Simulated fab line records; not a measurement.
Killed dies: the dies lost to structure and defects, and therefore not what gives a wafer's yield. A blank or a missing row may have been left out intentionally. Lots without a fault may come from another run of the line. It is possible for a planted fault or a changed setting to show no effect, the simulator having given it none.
fab line records	flow gf180mcu	part 1 of 2: steps 1 to 28 of 39
[record] lots = 5	wafers = 15	last-day = 34
route steps=602 shown V1@345 M2@362 V2@382
lots that met no fault: from a run of the same line without faults
start-h: start of the lot's first displayed wafer, in hours after the record's first day	wait-h: how many hours have passed since the lot's step before this one	" as in the row above	L1.1+2: a row that stands for several wafers	- no value present, or no start provided	* or withheld: withheld	< > ~ a bound
route shown NAME@n: a module of which the file shows steps, and the number in the route of the first	usual: mean and standard deviation over wafers with no fault	same: alike in all rows	chamber/n: place in a boat	sites: the reading at each site	_std_site: the values' standard deviation	_edge_site: outer sites' mean less inner sites'	radius-mm: how far each site lies from the wafer's centre	mask NAME#n: copy n	behind: the most recent tool/chamber to have shaped the wafer	hold: why the lot went on hold/how many hours it stayed there/how the hold came to an end	device: the n, p or np transistor that did not switch	end of line: at the end of the route, the tests of the same wafers	step lacking rows: just its recipe	killed: count of dies lost to structure and defects at first sort (not the wafer's yield)	map: shows each die of a wafer: x if killed, . if not, _ if none is there
set.NAME: setting as actually run; set.NAME@STEP: the setting as run at that earlier step	model.NAME: the simulator's own value behind a step, which no gauge read
a table for each step, a row for each wafer; lots at some steps of the route
services: a tool's chamber out of use, with start hour (start-h, from the record's first day; less than 0 if before it), hours out, and reason
[[steps]]
[step GF_V1_SOFTBAKE_10]
[recipe] temp-c = 130	time-s = 60	resist = KrF
lot.wafer	tool	chamber	start-h	wait-h
L074.1+5+6	litho-track-04	0	-	-
L080.4+5+6	litho-track-02	0	-	-
L088.1+4+5	litho-track-02	0	-	-
L092.2+5+6	litho-track-02	0	-	-
L097.2+5+6	litho-track-03	0	-	-
[step GF_V1_EXPOSE_11]
[recipe] mask-id = Via1	target-cd-nm = 260	na = 0.68	source-shape = conventional	sigma-outer = 0.6	dose-mj = 38
[usual] exposure-dose-mJ-cm2 = 38.00/0.04
[same] na = 0.68
lot.wafer	tool	chamber	start-h	wait-h	mask	exposure-dose-mJ-cm2
L074.1	krf-scanner-02	0	-	-	Via1#0	38.00
L074.5	"	0	"	"	Via1#0	38.02
L074.6	"	0	"	"	Via1#0	37.98
L080.4	krf-scanner-01	0	-	-	Via1#0	38.04
L080.5	"	0	"	"	Via1#0	38.06
L080.6	"	0	"	"	Via1#0	38.02
L088.1	krf-scanner-02	0	-	-	Via1#0	38.00
L088.4	"	0	"	"	Via1#0	38.01
L088.5	"	0	"	"	Via1#0	37.97
L092.2	krf-scanner-01	0	-	-	Via1#0	37.97
L092.5	"	0	"	"	Via1#0	38.02
L092.6	"	0	"	"	Via1#0	37.97
L097.2	krf-scanner-02	0	-	-	Via1#0	38.00
L097.5	"	0	"	"	Via1#0	37.98
L097.6	"	0	"	"	Via1#0	37.98
[step GF_V1_PEB_12]
[recipe] peb-temp-c = 135	peb-time-s = 90	resist = KrF
lot.wafer	tool	chamber	start-h	wait-h
L074.1+5+6	litho-track-02	0	-	-
L080.4+5+6	litho-track-02	0	-	-
L088.1+4+5	litho-track-03	0	-	-
L092.2+5+6	litho-track-04	0	-	-
L097.2+5+6	litho-track-02	0	-	-
[step GF_V1_DEVELOP_13]
[recipe] develop-time-s = 60	resist = KrF	dev-temp-c = 21
lot.wafer	tool	chamber	start-h	wait-h
L074.1+5+6	litho-track-02	0	409.62	0.2
L080.4+5+6	litho-track-02	0	461.04	0.1
L088.1+4+5	litho-track-03	0	530.02	0.2
L092.2+5+6	litho-track-04	0	564.07	0.2
L097.2+5+6	litho-track-02	0	618.59	0.2
[step GF_V1_CD_MEAS_14]
[recipe] target-cd-nm = 260
[usual] cd-nm = 260.2/1.1
lot.wafer	tool	chamber	start-h	wait-h	cd-nm
L074.1	cd-sem-01	-	409.77	0.1	260.6
L074.5	"	-	"	"	261.3
L074.6	"	-	"	"	261.2
L080.4	cd-sem-01	-	461.18	0.1	261.2
L080.5	"	-	"	"	259.7
L080.6	"	-	"	"	258.0
L088.1	cd-sem-02	-	530.17	0.1	259.5
L088.4	"	-	"	"	259.5
L088.5	"	-	"	"	259.1
L092.2	cd-sem-02	-	564.22	0.1	259.2
L092.5	"	-	"	"	259.6
L092.6	"	-	"	"	260.2
L097.2	cd-sem-01	-	618.74	0.1	259.4
L097.5	"	-	"	"	259.5
L097.6	"	-	"	"	259.8
[step GF_V1_OVL_MEAS_15]
[usual] V1_OVL = 1/5.6
lot.wafer	tool	chamber	start-h	wait-h	V1_OVL[nm]
L074.1	overlay-01	-	409.89	0.1	-2
L074.5	"	-	"	"	-2
L074.6	"	-	"	"	2
L080.4	overlay-02	-	461.26	0.1	0
L080.5	"	-	"	"	9
L080.6	"	-	"	"	-2
L088.1	overlay-01	-	530.29	0.1	1
L088.4	"	-	"	"	10
L088.5	"	-	"	"	-1
L092.2	overlay-02	-	564.32	0.1	3
L092.5	"	-	"	"	3
L092.6	"	-	"	"	2
L097.2	overlay-02	-	618.84	0.1	-4
L097.5	"	-	"	"	-8
L097.6	"	-	"	"	-10
[step GF_V1_ETCH_16]
[recipe] chemistry = N2/H2	target-depth-a = withheld	overetch-a = withheld	time-s = withheld	target = BARC	ion-energy-ev = 200	source-w = 500	bias-w = 100	pressure-mtorr = 30	n2-flow-sccm = 100	h2-flow-sccm = 200
[usual] drypump-motor-current-A = 5.8/0.43	h2-flow-sccm = 199.9/0.55	oes-product-au = 0.854/0.0046	throttle-valve-pct = 13.225/0.011
lot.wafer	tool	chamber	start-h	wait-h	drypump-motor-current-A	h2-flow-sccm	oes-product-au	throttle-valve-pct
L074.1	rie-diel-01	3	409.93	0.0	6.4	199.7	0.855	13.224
L074.5	"	0	"	"	5.3	199.8	0.849	13.217
L074.6	"	3	"	"	6.4	199.8	0.853	13.224
L080.4	rie-diel-01	3	461.28	0.0	6.5	200.2	0.855	13.238
L080.5	"	0	"	"	5.4	200.4	0.848	13.227
L080.6	"	3	"	"	6.5	199.4	0.849	13.227
L088.1	rie-diel-02	2	530.32	0.0	6.4	199.7	0.859	13.213
L088.4	"	1	"	"	5.8	200.1	0.853	13.233
L088.5	"	3	"	"	5.9	200.4	0.856	13.222
L092.2	rie-diel-02	1	564.35	0.0	5.8	199.8	0.859	13.215
L092.5	"	0	"	"	5.5	200.0	0.861	13.223
L092.6	"	1	"	"	5.8	200.6	0.852	13.225
L097.2	rie-diel-01	2	618.87	0.0	6.3	200.3	0.856	13.208
L097.5	"	2	"	"	6.3	199.2	0.857	13.234
L097.6	"	3	"	"	6.4	199.1	0.860	13.233
[step GF_V1_ETCH_17]
[recipe] chemistry = C4F8/O2/Ar	mask-material = KrF	target = SiO2	stop-on = TiN	source-w = 1500	bias-w = 1200	pressure-mtorr = 40	c4f8-flow-sccm = withheld	O2_flow_sccm = 6	Ar_flow_sccm = 300	time-s = withheld	target-depth-a = 6300
[usual] oes-product-au = 0.856/0.0048
lot.wafer	tool	chamber	start-h	wait-h	oes-product-au
L074.1	rie-diel-01	3	-	-	0.847
L074.5	"	0	"	"	0.857
L074.6	"	3	"	"	0.858
L080.4	rie-diel-01	3	-	-	0.849
L080.5	"	0	"	"	0.856
L080.6	"	3	"	"	0.854
L088.1	rie-diel-02	2	-	-	0.851
L088.4	"	1	"	"	0.857
L088.5	"	3	"	"	0.852
L092.2	rie-diel-02	1	-	-	0.861
L092.5	"	0	"	"	0.858
L092.6	"	1	"	"	0.857
L097.2	rie-diel-01	2	-	-	0.855
L097.5	"	2	"	"	0.855
L097.6	"	3	"	"	0.853
[step GF_V1_STRIP_18]
[recipe] chemistry = O2/N2	power-w = 1400	pressure-mtorr = 1500	platen-temp-c = 250	o2-flow-sccm = 3000	n2-flow-sccm = 300	overash-fraction = 0.5
[usual] drypump-motor-current-A = 5.7/0.41	heater-power-w = 336/28	oes-product-au = 0.593/0.0047
lot.wafer	tool	chamber	start-h	wait-h	drypump-motor-current-A	heater-power-w	oes-product-au	rf-hours-counter-h
L074.1	plasma-asher-02	0	410.06	-	5.8	361	0.597	75
L074.5	"	0	"	"	5.8	363	0.596	-
L074.6	"	1	"	"	5.5	374	0.594	-
L080.4	plasma-asher-04	1	461.44	-	6.2	287	0.591	-
L080.5	"	1	"	"	6.2	290	0.591	-
L080.6	"	0	"	"	5.6	354	0.590	-
L088.1	plasma-asher-02	0	530.45	-	5.8	375	0.592	10
L088.4	"	1	"	"	5.5	359	0.589	-
L088.5	"	0	"	"	5.8	366	0.593	-
L092.2	plasma-asher-02	1	564.48	-	5.5	371	0.585	14
L092.5	"	0	"	"	5.8	375	0.594	-
L092.6	"	1	"	"	5.5	355	0.594	-
L097.2	plasma-asher-02	0	619.00	-	5.8	379	0.591	20
L097.5	"	0	"	"	5.8	382	0.598	-
L097.6	"	1	"	"	5.5	354	0.589	-
[step GF_V1_STRIP_19]
[recipe] chemistry = post-etch-residue-remover	time-s = 1200	temp-c = 72.5
lot.wafer	tool	chamber	start-h	wait-h
L074.1+5+6	wet-bench-03	2	410.16	0.1
L080.4+5+6	wet-bench-03	0	461.50	0.0
L088.1+4+5	wet-bench-02	3	530.55	0.1
L092.2+5+6	wet-bench-03	3	564.58	0.1
L097.2+5+6	wet-bench-03	0	619.10	0.1
[step GF_V1_CLEAN_20]
[recipe] chemistry = DIW	dry = n2-spin
lot.wafer	tool	chamber	start-h	wait-h
L074.1+5+6	wet-bench-01	1	410.50	0.0
L080.4+5+6	wet-bench-02	3	461.85	0.0
L088.1+4+5	wet-bench-01	1	530.89	0.0
L092.2+5+6	wet-bench-02	1	564.95	0.0
L097.2+5+6	wet-bench-01	2	619.48	0.0
[step GF_V1_SPUTTER_21]
[recipe] material = Ti	target-thk-nm = 15	chamber-pressure-pa = 5	power-w = 2500	substrate-temp-c = 200	time-s = 80.02
[usual] throttle-valve-pct = 30.3/1.3
lot.wafer	tool	chamber	start-h	wait-h	throttle-valve-pct
L074.1	pvd-sputter-02	-	410.59	0.0	29.5
L074.5	"	-	"	"	33.0
L074.6	"	-	"	"	29.7
L080.4	pvd-sputter-01	-	461.94	0.0	29.4
L080.5	"	-	"	"	29.3
L080.6	"	-	"	"	29.6
L088.1	pvd-sputter-02	-	530.99	0.0	31.3
L088.4	"	-	"	"	29.7
L088.5	"	-	"	"	29.7
L092.2	pvd-sputter-03	-	565.05	0.0	29.5
L092.5	"	-	"	"	29.5
L092.6	"	-	"	"	31.5
L097.2	pvd-sputter-02	-	619.57	0.0	33.0
L097.5	"	-	"	"	29.4
L097.6	"	-	"	"	31.5
[step GF_V1_SPUTTER_22]
[recipe] material = TiN	target-thk-nm = 10	chamber-pressure-pa = 5	power-w = 4000	time-s = 38.87
[usual] throttle-valve-pct = 30.3/1.3
lot.wafer	tool	chamber	start-h	wait-h	throttle-valve-pct
L074.1	pvd-sputter-02	-	410.65	0.0	29.6
L074.5	"	-	"	"	32.9
L074.6	"	-	"	"	29.8
L080.4	pvd-sputter-01	-	462.00	0.0	29.3
L080.5	"	-	"	"	29.3
L080.6	"	-	"	"	29.6
L088.1	pvd-sputter-02	-	531.05	0.0	31.1
L088.4	"	-	"	"	30.0
L088.5	"	-	"	"	29.5
L092.2	pvd-sputter-03	-	565.11	0.0	29.3
L092.5	"	-	"	"	29.6
L092.6	"	-	"	"	31.7
L097.2	pvd-sputter-02	-	619.63	0.0	33.0
L097.5	"	-	"	"	29.9
L097.6	"	-	"	"	31.2
[step GF_V1_CVD_23]
[recipe] material = W	target-thk-nm = 350	time-s = 105.05	temp-c = 400	pressure-torr = 40
[usual] chamber-pressure-Torr = 40.00/0.09	heater-power-w = 839/57
lot.wafer	tool	chamber	start-h	wait-h	chamber-pressure-Torr	heater-power-w
L074.1	cvd-w-01	0	410.69	0.0	40.03	783
L074.5	"	1	"	"	39.86	915
L074.6	"	0	"	"	40.04	769
L080.4	cvd-w-01	1	462.08	0.1	40.11	936
L080.5	"	1	"	"	40.03	923
L080.6	"	0	"	"	40.03	808
L088.1	cvd-w-01	0	531.09	0.0	40.05	803
L088.4	"	1	"	"	39.90	900
L088.5	"	0	"	"	40.11	802
L092.2	cvd-w-01	0	565.15	0.0	40.04	807
L092.5	"	0	"	"	40.14	814
L092.6	"	1	"	"	39.94	915
L097.2	cvd-w-02	1	619.67	0.0	40.05	838
L097.5	"	0	"	"	39.94	822
L097.6	"	1	"	"	39.95	808
[step GF_V1_RS_MEAS_24]
[recipe] thk-meas-gauge = four-point-probe	reads = W_of_V1_CVD_23+TiN_of_V1_SPUTTER_22+Ti_of_V1_SPUTTER_21
[usual] V1_W_RS = 0.3267/0.0029
lot.wafer	tool	chamber	start-h	wait-h	V1_W_RS[ohm/sq]
L074.1	film-metro-01	-	410.80	0.1	0.3256
L074.5	"	-	"	"	0.3280
L074.6	"	-	"	"	0.3290
L080.4	film-metro-02	-	462.21	0.1	0.3277
L080.5	"	-	"	"	0.3329
L080.6	"	-	"	"	0.3268
L088.1	film-metro-03	-	531.20	0.1	0.3287
L088.4	"	-	"	"	0.3304
L088.5	"	-	"	"	0.3289
L092.2	film-metro-01	-	565.28	0.1	0.3279
L092.5	"	-	"	"	0.3279
L092.6	"	-	"	"	0.3295
L097.2	film-metro-01	-	619.80	0.1	0.3262
L097.5	"	-	"	"	0.3246
L097.6	"	-	"	"	0.3263
[step GF_V1_THK_MEAS_25]
[recipe] thk-meas-gauge = xrf	reads = W_of_V1_CVD_23
[usual] V1_W_THK = 348/4.1
lot.wafer	tool	chamber	start-h	wait-h	V1_W_THK[nm]
L074.1	film-metro-01	-	410.92	0.1	347
L074.5	"	-	"	"	344
L074.6	"	-	"	"	344
L080.4	film-metro-02	-	462.30	0.1	342
L080.5	"	-	"	"	338
L080.6	"	-	"	"	343
L088.1	film-metro-03	-	531.32	0.1	344
L088.4	"	-	"	"	343
L088.5	"	-	"	"	343
L092.2	film-metro-01	-	565.39	0.1	346
L092.5	"	-	"	"	345
L092.6	"	-	"	"	345
L097.2	film-metro-01	-	619.91	0.1	350
L097.5	"	-	"	"	351
L097.6	"	-	"	"	351
[step GF_V1_CMP_26]
[recipe] stop-on = SiO2	down-force-psi = 3.5	platen-rpm = 60	t-overpolish-s = 15	target-thk-nm = 0	pad-velocity-m-s = 0.94248
[usual] motor-current-A = 11.1/0.96	overpolish-run-s = 15.001/0.0097	time-to-endpoint-s = 85.4/2.4
lot.wafer	tool	chamber	start-h	wait-h	motor-current-A	overpolish-run-s	time-to-endpoint-s
L074.1	cmp-02	0	410.98	0.1	10.9	14.994	83.6
L074.6	"	0	"	"	10.3	14.985	85.8
L074.5	"	1	"	"	10.1	15.020	88.1
L080.4	cmp-01	1	462.38	0.1	11.5	14.984	83.9
L080.6	"	0	"	"	10.5	14.998	86.0
L080.5	"	1	"	"	12.4	15.019	84.7
L088.4	cmp-02	0	531.38	0.0	10.9	15.011	84.8
L088.1	"	3	"	"	12.2	15.017	86.0
L088.5	"	1	"	"	9.6	15.003	87.7
L092.2	cmp-01	3	565.44	0.0	11.0	15.001	86.1
L092.6	"	3	"	"	10.6	14.993	84.1
L092.5	"	0	"	"	10.9	15.004	86.4
L097.2	cmp-01	2	620.01	0.1	12.5	14.986	83.2
L097.5	"	1	"	"	11.7	14.997	83.8
L097.6	"	2	"	"	12.6	15.015	85.5
[step GF_M2_SPUTTER_00]
[recipe] material = Ti	target-thk-nm = 37.5	arriving-ion-energy-ev = 80	substrate-temp-c = 200	chamber-pressure-pa = 2	power-w = 4000	time-s = 150
[usual] throttle-valve-pct = 30.2/1.4
lot.wafer	tool	chamber	start-h	wait-h	throttle-valve-pct
L074.1	pvd-sputter-03	-	411.28	0.2	31.7
L074.5	"	-	"	"	29.4
L074.6	"	-	"	"	31.5
L080.4	pvd-sputter-02	-	462.63	0.2	29.7
L080.5	"	-	"	"	30.0
L080.6	"	-	"	"	32.8
L088.1	pvd-sputter-03	-	531.68	0.1	31.5
L088.4	"	-	"	"	31.4
L088.5	"	-	"	"	29.2
L092.2	pvd-sputter-02	-	565.74	0.2	29.5
L092.5	"	-	"	"	29.5
L092.6	"	-	"	"	32.9
L097.2	pvd-sputter-03	-	620.26	0.2	31.5
L097.5	"	-	"	"	28.3
L097.6	"	-	"	"	31.9
[step GF_M2_SPUTTER_01]
[recipe] material = TiN	target-thk-nm = 30	power-w = 6500	time-s = 25	chamber-pressure-pa = 0.4
[usual] throttle-valve-pct = 30.2/1.4
lot.wafer	tool	chamber	start-h	wait-h	throttle-valve-pct
L074.1	pvd-sputter-03	-	411.38	0.1	31.6
L074.5	"	-	"	"	29.7
L074.6	"	-	"	"	31.7
L080.4	pvd-sputter-02	-	462.73	0.1	29.5
L080.5	"	-	"	"	29.8
L080.6	"	-	"	"	33.1
L088.1	pvd-sputter-03	-	531.78	0.1	31.8
L088.4	"	-	"	"	31.4
L088.5	"	-	"	"	29.3
L092.2	pvd-sputter-02	-	565.84	0.1	29.7
L092.5	"	-	"	"	29.6
L092.6	"	-	"	"	33.0
L097.2	pvd-sputter-03	-	620.36	0.1	31.3
L097.5	"	-	"	"	28.4
L097.6	"	-	"	"	31.5
[step GF_M2_SPUTTER_02]
[recipe] material = AlCu	target-thk-nm = 450	power-w = 10600	time-s = 23.9	chamber-pressure-pa = 0.4
[usual] throttle-valve-pct = 30.2/1.4
lot.wafer	tool	chamber	start-h	wait-h	throttle-valve-pct
L074.1	pvd-sputter-03	-	411.41	0.0	31.3
L074.5	"	-	"	"	29.4
L074.6	"	-	"	"	31.6
L080.4	pvd-sputter-02	-	462.76	0.0	29.8
L080.5	"	-	"	"	29.8
L080.6	"	-	"	"	33.0
L088.1	pvd-sputter-03	-	531.82	0.0	31.7
L088.4	"	-	"	"	31.5
L088.5	"	-	"	"	29.5
L092.2	pvd-sputter-02	-	565.87	0.0	29.6
L092.5	"	-	"	"	29.7
L092.6	"	-	"	"	32.9
L097.2	pvd-sputter-03	-	620.39	0.0	31.5
L097.5	"	-	"	"	28.3
L097.6	"	-	"	"	31.6
[step GF_M2_SPUTTER_03]
[recipe] material = Ti	target-thk-nm = 10	substrate-temp-c = 300	chamber-pressure-pa = 0.3	power-w = 3000	time-s = 6.7
[usual] throttle-valve-pct = 30.2/1.4
lot.wafer	tool	chamber	start-h	wait-h	throttle-valve-pct
L074.1	pvd-sputter-03	-	411.44	0.0	31.7
L074.5	"	-	"	"	29.5
L074.6	"	-	"	"	31.6
L080.4	pvd-sputter-02	-	462.79	0.0	29.9
L080.5	"	-	"	"	29.4
L080.6	"	-	"	"	32.9
L088.1	pvd-sputter-03	-	531.85	0.0	31.6
L088.4	"	-	"	"	31.1
L088.5	"	-	"	"	29.4
L092.2	pvd-sputter-02	-	565.90	0.0	29.6
L092.5	"	-	"	"	29.5
L092.6	"	-	"	"	33.0
L097.2	pvd-sputter-03	-	620.42	0.0	31.7
L097.5	"	-	"	"	28.3
L097.6	"	-	"	"	31.4
[step GF_M2_SPUTTER_04]
[recipe] material = TiN	target-thk-nm = 50	power-w = 6500	time-s = 41.7	chamber-pressure-pa = 0.4
[usual] throttle-valve-pct = 30.2/1.4
lot.wafer	tool	chamber	start-h	wait-h	throttle-valve-pct
L074.1	pvd-sputter-03	-	411.46	0.0	31.9
L074.5	"	-	"	"	29.4
L074.6	"	-	"	"	31.7
L080.4	pvd-sputter-02	-	462.81	0.0	29.7
L080.5	"	-	"	"	29.6
L080.6	"	-	"	"	32.7
L088.1	pvd-sputter-03	-	531.87	0.0	31.8
L088.4	"	-	"	"	31.4
L088.5	"	-	"	"	29.5
L092.2	pvd-sputter-02	-	565.92	0.0	29.4
L092.5	"	-	"	"	29.5
L092.6	"	-	"	"	33.0
L097.2	pvd-sputter-03	-	620.44	0.0	31.8
L097.5	"	-	"	"	28.2
L097.6	"	-	"	"	31.6
[step GF_M2_RS_MEAS_05]
[recipe] thk-meas-gauge = four-point-probe	reads = TiN_of_M2_SPUTTER_04+Ti_of_M2_SPUTTER_03+AlCu_of_M2_SPUTTER_02+TiN_of_M2_SPUTTER_01+Ti_of_M2_SPUTTER_00
[usual] M2_ALCU_RS = 0.0694/0.00061
lot.wafer	tool	chamber	start-h	wait-h	M2_ALCU_RS[ohm/sq]
L074.1	film-metro-04	-	411.50	0.0	0.0679
L074.5	"	-	"	"	0.0690
L074.6	"	-	"	"	0.0686
L080.4	film-metro-02	-	462.91	0.1	0.0684
L080.5	"	-	"	"	0.0683
L080.6	"	-	"	"	0.0686
L088.1	film-metro-01	-	531.91	0.0	0.0692
L088.4	"	-	"	"	0.0696
L088.5	"	-	"	"	0.0691
L092.2	film-metro-01	-	565.98	0.0	0.0689
L092.5	"	-	"	"	0.0695
L092.6	"	-	"	"	0.0694
L097.2	film-metro-01	-	620.50	0.0	0.0692
L097.5	"	-	"	"	0.0697
L097.6	"	-	"	"	0.0692
[step GF_M2_THK_MEAS_06]
[recipe] thk-meas-gauge = xrf	reads = AlCu_of_M2_SPUTTER_02
[usual] M2_ALCU_THK = 448/4.5
lot.wafer	tool	chamber	start-h	wait-h	M2_ALCU_THK[nm]
L074.1	film-metro-04	-	411.62	0.1	460
L074.5	"	-	"	"	451
L074.6	"	-	"	"	454
L080.4	film-metro-02	-	463.00	0.1	451
L080.5	"	-	"	"	454
L080.6	"	-	"	"	453
L088.1	film-metro-01	-	532.03	0.1	447
L088.4	"	-	"	"	443
L088.5	"	-	"	"	447
L092.2	film-metro-01	-	566.09	0.1	449
L092.5	"	-	"	"	446
L092.6	"	-	"	"	445
L097.2	film-metro-01	-	620.61	0.1	443
L097.5	"	-	"	"	441
L097.6	"	-	"	"	443
[step GF_M2_DEHYDRATE_07]
[recipe] temp-c = 200	time-s = 60
lot.wafer	tool	chamber	start-h	wait-h
L074.1+5+6	litho-track-04	0	423.30	11.7
L080.4+5+6	litho-track-04	0	474.52	11.5
L088.1+4+5	litho-track-02	0	542.62	10.6
L092.2+5+6	litho-track-01	0	576.33	10.2
L097.2+5+6	litho-track-02	0	630.09	9.5
[step GF_M2_HMDS_08]
[recipe] prime-time-s = 60	prime-temp-c = 120
lot.wafer	tool	chamber	start-h	wait-h
L074.1+5+6	litho-track-04	0	423.45	0.1
L080.4+5+6	litho-track-04	0	474.67	0.1
L088.1+4+5	litho-track-02	0	542.77	0.1
L092.2+5+6	litho-track-01	0	576.48	0.1
L097.2+5+6	litho-track-02	0	630.24	0.1
[step GF_M2_COAT_09]
[recipe] resist = KrF	spin-rpm = withheld	resist-thk-nm = 1000
lot.wafer	tool	chamber	start-h	wait-h
L074.1+5+6	litho-track-04	0	423.60	0.1
L080.4+5+6	litho-track-04	0	474.82	0.1
L088.1+4+5	litho-track-02	0	542.92	0.1
L092.2+5+6	litho-track-01	0	576.63	0.1
L097.2+5+6	litho-track-02	0	630.39	0.1
[step GF_M2_SOFTBAKE_10]
[recipe] temp-c = 130	time-s = 60	resist = KrF
lot.wafer	tool	chamber	start-h	wait-h
L074.1+5+6	litho-track-04	0	423.75	0.1
L080.4+5+6	litho-track-04	0	474.97	0.1
L088.1+4+5	litho-track-02	0	543.07	0.1
L092.2+5+6	litho-track-01	0	576.78	0.1
L097.2+5+6	litho-track-02	0	630.54	0.1
